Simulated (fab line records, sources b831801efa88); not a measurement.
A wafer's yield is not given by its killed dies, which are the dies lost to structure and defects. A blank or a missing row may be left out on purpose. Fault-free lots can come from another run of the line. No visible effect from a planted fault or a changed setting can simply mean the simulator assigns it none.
What tool caused it?    flow sky130    route of 708 steps, sampled at 1 step: 6 lots, 18 wafers

## WHAT EACH GAUGE READ, for each wafer
SKY_CONTACT_OVL_MEAS_15.
lot   measured      on          CONTACT_OVL (nm)
L160  day 32 01:13  overlay-02  0 0 1
L163  day 32 19:35  overlay-01  1 4 5
L169  day 35 05:59  overlay-01  2 -4 -5
L176  day 37 06:06  overlay-02  0 0 -7
L178  day 38 03:05  overlay-01  8 1 -1
L180  day 39 00:45  overlay-02  1 0 -1

## WHAT TOOL EACH LOT RAN ON (gives the tool, then ch and the chambers of the sampled wafers, and finally the start)
Before these readings, the record contains no process step.

## THE ANSWER, worked out from the rows above alone
Rule: the usual values come from the lots themselves. Put in order of their means at a reading, lots are off if they are a third of the lots or fewer, leave a main group of 4 or more, and stand apart from it by a gap of 3 or more times the standard deviation of the main group's means; of several such gaps the widest counts. The tables above print the reading to a certain number of digits; a main group whose means all agree to those digits is not used. A lot without any number at a reading at which 4 lots or more have one is off too. Where the step has rows for the other lots, those lots are counted as sound.
None of the lots is off at any reading shown; this tells nothing.

## WHAT THE SIMULATOR HAD INSERTED
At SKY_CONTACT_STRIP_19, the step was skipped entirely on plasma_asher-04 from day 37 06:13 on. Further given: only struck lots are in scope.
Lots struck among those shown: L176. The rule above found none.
